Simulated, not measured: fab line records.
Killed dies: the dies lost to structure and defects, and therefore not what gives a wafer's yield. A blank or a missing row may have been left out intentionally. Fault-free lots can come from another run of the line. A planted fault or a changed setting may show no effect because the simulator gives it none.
A lot that was struck, set against a sound lot	flow sky130	17 steps out of a route of 708
Sound: wafers L798.2, L798.3, L798.6. Struck: wafer L800.6 (L800.2, L800.4, from the same lot, were not struck and are left out); the cause is given at the end.
Per side, at each step with rows, come the tool, then ch with its chambers, and then its first start. Under that, the readings that differ: sound wafers	struck wafers	difference of the means	sigmas: that difference in standard deviations of wafers without a fault.
alike: a reading whose means differ by less than 2 such deviations, as well as words and numbers matching on both sides. not compared: withheld readings; readings where some wafer has no value; bounds like >300 that might hide an equal value; numbers whose values overlap and for which the record gives no deviation.
Wherever a step has rows on one side only, a row that says differs or no value, or a row with sigmas, the two part there. Numbers that don't overlap but have no deviation are shown without sigmas and don't part them. Lack of a reading on every wafer of one side parts them only where that side has two or more wafers.

first, 3 steps without rows for these wafers: SKY_VIA1_EXPOSE_09 (exposes mask VIM, target cd 150 nm); SKY_VIA1_PEB_10; SKY_VIA1_DEVELOP_11 (develop time 60 s).
SKY_VIA1_CD_MEAS_12 targets a cd of 150 nm.
  struck on cdSem-02, day 36 17:59; sound on cdSem-01, day 36 15:11
  alike: cdNm
SKY_VIA1_OVL_MEAS_13:
  struck on overlay-02, day 36 18:05; sound on overlay-02, day 36 15:17
  alike: VIA1_OVL
SKY_VIA1_ETCH_14: etches BARC in N2/H2, stops on SiO2, time 45.9 s, target depth 60 nm.
  sound on rieDiel-04 ch 0,1,3, day 36 15:19; struck on rieDiel-02 ch 3, day 36 18:07
  alike: drypumpMotorCurrentA, oesProductAu, rfFwdPowerW, throttleValvePct
  not compared: rfHoursCounterH
SKY_VIA1_ETCH_15: etches SiO2 in C4F8/O2/Ar, stops on TiN, target depth 351 nm, time 54 s.
  sound on rieDiel-04 ch 0,1,3, day 36 15:22; struck on rieDiel-02 ch 3, day 36 18:10
reading	sound	struck	difference	sigmas
rfFwdPowerW (W)	1488 1489 1482	1476	-10	-2
  alike: oesProductAu
  not compared: rfHoursCounterH
SKY_VIA1_STRIP_16: strips in O2/N2.
  sound on plasmaAsher-01 ch 0,1, day 36 15:25; struck on plasmaAsher-03 ch 1, day 36 18:13
reading	sound	struck	difference	sigmas
drypumpMotorCurrentA (A)	5.94 5.92 5.75	5.15	-0.72	-2
  alike: oesProductAu, stripTimeToEndpointS
  not compared: rfHoursCounterH
then, 3 steps without rows for these wafers: SKY_VIA1_STRIP_17 (strips in post etch residue remover, time 1200 s); SKY_VIA1_CLEAN_18 (cleans in IPA, time 180 s); SKY_VIA1_CLEAN_19 (cleans in O3/DIW).
SKY_VIA1_SPUTTER_20: material TiN, target thk 20 nm, time 80 s.
  struck on pvdSputter-04, day 36 18:48; sound on pvdSputter-03, day 36 16:00
reading	sound	struck	difference	sigmas
throttleValvePct (%)	30.4 29.2 30.3	32.9	+2.9	+2
SKY_VIA1_CVD_21: deposits W, target thk 270 nm, time 80.902 s.
  sound on cvdW-02 ch 0,1, day 36 16:08; struck on cvdW-02 ch 0, day 36 18:52
reading	sound	struck	difference	sigmas
model.W_of_VIA1_CVD_21.thkNm (nm)	269.6 268.1 270.8	250.7	-18.8	
  alike: heaterPowerW
SKY_VIA1_RS_MEAS_22: measurement is done with a four-point probe.
  struck on filmMetro-04, day 36 18:59; sound on filmMetro-03, day 36 16:15
reading	sound	struck	difference	sigmas
VIA1_W_RS (ohm/sq)	0.426 0.431 0.425	0.460	+0.033	+7
SKY_VIA1_THK_MEAS_23: measures by xrf.
  struck on filmMetro-04, day 36 19:05; sound on filmMetro-03, day 36 16:22
reading	sound	struck	difference	sigmas
VIA1_W_THK (nm)	263.8 260.6 264.2	247.8	-15.1	-6
SKY_VIA1_CMP_24: polishes, stops on SiO2, t overpolish 15 s, target thk 0 nm.
  sound on cmp-02 ch 1,3, day 36 16:28; struck on cmp-02 ch 1, day 36 19:11
  alike: motorCurrentA, slurryFilterDpKPa
-- the record jumps here: 12 days lie between the struck wafers' starts before and after (it left off in module VIA1 and takes up again in module PAD_OPEN, whose first step shown is number 708 of the route) --
SKY_PAD_OPEN_PROBE_99:
  struck on prober-02, day 48 12:17; sound on prober-02, day 48 11:39
  alike: defectLimitedYield, killed_at_M0_to_M3, killed_at_M4_up, killedAtContacts, killedAtFrontEnd, killedAtOther, killedDies, killedOnRim, killedOpen, killedShort, sort_bin_3_pad_short, sort_bin_5_function, sort_bin_6_memory, sortNPass, sortYieldPct

WHERE THEY PART
First at SKY_VIA1_ETCH_15; last, within this record, at SKY_VIA1_THK_MEAS_23. Later steps at which nothing parts them and some readings are alike: SKY_VIA1_CMP_24, SKY_PAD_OPEN_PROBE_99.

WHY: what had been put in by the simulator
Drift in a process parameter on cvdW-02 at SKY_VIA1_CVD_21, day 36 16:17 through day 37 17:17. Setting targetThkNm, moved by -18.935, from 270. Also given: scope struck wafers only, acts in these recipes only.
